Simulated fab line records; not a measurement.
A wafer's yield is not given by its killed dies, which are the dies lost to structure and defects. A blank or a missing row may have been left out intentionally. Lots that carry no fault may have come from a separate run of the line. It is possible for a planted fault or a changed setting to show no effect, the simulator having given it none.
Which tool is to blame?    flow sky130    12 lots, 36 wafers sampled, at 5 steps of a route of 708

WHAT THE GAUGES READ, wafer by wafer
SKY_VT_ADJUST_NCORE_TW_MEAS_11.
lot   measured      on             VT_ADJUST_NCORE_TW
L540  day 8 21:04   film metro-02  221.5 221.9 220.4
L548  day 11 01:59  film metro-01  162.4 162.1 161.6
L549  day 11 12:14  film metro-01  162.0 162.3 163.0
L551  day 12 00:17  film metro-01  220.8 220.8 221.1
L552  day 12 08:31  film metro-04  217.0 218.0 217.1
L556  day 13 14:31  film metro-02  217.1 218.9 218.3
L557  day 13 22:13  film metro-01  221.6 220.7 221.1
L558  day 14 01:34  film metro-04  216.3 215.4 215.7
L559  day 14 06:55  film metro-04  216.8 215.6 215.7
L560  day 14 13:09  film metro-01  220.8 218.9 219.8
L561  day 15 00:39  film metro-04  218.5 218.3 218.1
L562  day 15 09:08  film metro-01  220.9 220.8 220.0

SKY_POLY_GATE_OVL_MEAS_14.
lot   measured      on          POLY_GATE_OVL (nm)
L540  day 16 16:35  overlay-02  -10 -11 -8
L548  day 19 15:39  overlay-01  3 0 1
L549  day 20 03:14  overlay-01  -4 -3 -3
L551  day 20 22:47  overlay-01  -2 -4 -7
L552  day 21 06:59  overlay-01  0 4 -4
L556  day 22 17:34  overlay-02  -3 -6 -5
L557  day 23 01:24  overlay-02  -6 -1 -6
L558  day 23 05:48  overlay-01  -3 -3 1
L559  day 23 09:32  overlay-02  -4 -4 -2
L560  day 24 00:04  overlay-02  10 7 11
L561  day 24 07:36  overlay-02  -18 -10 -14
L562  day 24 18:33  overlay-02  -3 2 0

SKY_LI_CONTACT_THK_MEAS_01.
lot   measured      on             LI_CONTACT_HDPCVD_THK (nm)
L540  day 28 05:29  film metro-02  918 913 923
L548  day 30 23:14  film metro-03  958 968 946
L549  day 31 07:13  film metro-03  936 956 955
L551  day 32 03:30  film metro-04  928 938 932
L552  day 32 14:58  film metro-04  930 928 932
L556  day 33 14:46  film metro-04  945 933 959
L557  day 33 23:02  film metro-02  939 939 950
L558  day 34 01:37  film metro-02  923 936 921
L559  day 34 06:38  film metro-03  930 935 940
L560  day 34 15:50  film metro-02  913 919 925
L561  day 35 01:43  film metro-02  930 927 931
L562  day 35 10:14  film metro-04  930 932 929

EACH LOT AND THE TOOL THAT RAN IT (in order: tool; ch and the chambers of the sampled wafers; start)
lot   SKY_VT_ADJUST_NCORE_IMPLANT_09   SKY_POLY_GATE_ETCH_16
L540  implanter-03 ch 0, day 8 20:50   rie diel-03 ch 0,2,3, day 16 16:42
L548  implanter-03 ch 0, day 11 01:44  rie diel-01 ch 0,1, day 19 15:46
L549  implanter-03 ch 0, day 11 12:01  rie diel-01 ch 1,2,3, day 20 03:21
L551  implanter-02 ch 0, day 12 00:03  rie diel-04 ch 2,3, day 20 22:54
L552  implanter-02 ch 0, day 12 08:16  rie diel-04 ch 0,1,2, day 21 07:06
L556  implanter-04 ch 0, day 13 14:18  rie diel-04 ch 0,1, day 22 17:40
L557  implanter-02 ch 0, day 13 21:58  rie diel-03 ch 0,1,2, day 23 01:31
L558  implanter-03 ch 0, day 14 01:19  rie diel-03 ch 0,1,3, day 23 05:55
L559  implanter-03 ch 0, day 14 06:40  rie diel-03 ch 0,1,2, day 23 09:40
L560  implanter-03 ch 0, day 14 12:55  rie diel-03 ch 0,1,2, day 24 00:10
L561  implanter-03 ch 0, day 15 00:26  rie diel-03 ch 0,3, day 24 07:43
L562  implanter-02 ch 0, day 15 08:54  rie diel-04 ch 0,2,3, day 24 18:40
- SKY_VT_ADJUST_NCORE_IMPLANT_09
- SKY_POLY_GATE_ETCH_16: etches Si3N4 in CH3F/O2, stops on poly-Si, time 147.5 s, target depth 75 nm.

AS READ BY THE TOOLS THEMSELVES (means over the sampled wafers that have a number; for cases with no such wafer, the mark the record gives instead)
SKY_VT_ADJUST_NCORE_IMPLANT_09.
lot   tool          dose ions cm2  faraday current uA
L540  implanter-03  2.4009e+12     13.56
L548  implanter-03  7.7670e+11     4.48
L549  implanter-03  7.7833e+11     4.34
L551  implanter-02  2.4006e+12     13.49
L552  implanter-02  2.3993e+12     13.57
L556  implanter-04  2.4037e+12     13.67
L557  implanter-02  2.3974e+12     13.62
L558  implanter-03  2.4002e+12     13.25
L559  implanter-03  2.3996e+12     13.55
L560  implanter-03  2.3990e+12     13.60
L561  implanter-03  2.4008e+12     13.60
L562  implanter-02  2.4045e+12     13.73

SKY_POLY_GATE_ETCH_16.
lot   tool         chamber pressure mTorr (mTorr)  drypump motor current A (A)  oes product au (a.u.)  throttle valve pct (%)
L540  rie diel-03  25.014                          5.5                          0.638                  10.538
L548  rie diel-01  25.015                          6.0                          0.647                  10.531
L549  rie diel-01  25.008                          6.1                          0.634                  10.531
L551  rie diel-04  24.984                          5.2                          0.643                  10.529
L552  rie diel-04  25.004                          5.9                          0.639                  10.534
L556  rie diel-04  24.997                          5.9                          0.642                  10.538
L557  rie diel-03  24.998                          5.6                          0.637                  10.540
L558  rie diel-03  25.010                          6.0                          0.640                  10.539
L559  rie diel-03  25.000                          5.6                          0.639                  10.543
L560  rie diel-03  24.997                          5.6                          0.636                  10.533
L561  rie diel-03  25.005                          5.7                          0.640                  10.532
L562  rie diel-04  24.988                          5.6                          0.643                  10.537

THE ANSWER, worked out from the rows above alone
Rule: the lots themselves supply what counts as usual. Put in order of their means at a reading, lots are off if they are a third of the lots or fewer, leave a main group of 4 or more, and stand apart from it by a gap of 3 or more times the standard deviation of the main group's means; of several such gaps the widest counts. A main group whose means are all the same, to the digits that the tables above print for the reading, isn't used. A lot without any number at a reading at which 4 lots or more have one is off too. Where the step has rows for the other lots, those lots are counted as sound. The gauges are gone through in route order, then the tools' own readings, and for those a lot's mean is taken as printed above. At the first step where some lot is off, the reading lying furthest off is the one used; lots without a number count as furthest.
Off: at SKY_VT_ADJUST_NCORE_TW_MEAS_11 (VT_ADJUST_NCORE_TW), L548, L549. Main group: mean 218.9, sd 2.
If a tool, at a process step before that reading, ran all the lots that are off and no sound lot after the first of them, it fits. Not tried: the gauges at SKY_VT_ADJUST_NCORE_TW_MEAS_11; whatever is off there is also off at SKY_VT_ADJUST_NCORE_IMPLANT_09, on other tools, and gauge error can't account for it. Of those tried, none fits.

WHAT THE SIMULATOR HAD INSERTED
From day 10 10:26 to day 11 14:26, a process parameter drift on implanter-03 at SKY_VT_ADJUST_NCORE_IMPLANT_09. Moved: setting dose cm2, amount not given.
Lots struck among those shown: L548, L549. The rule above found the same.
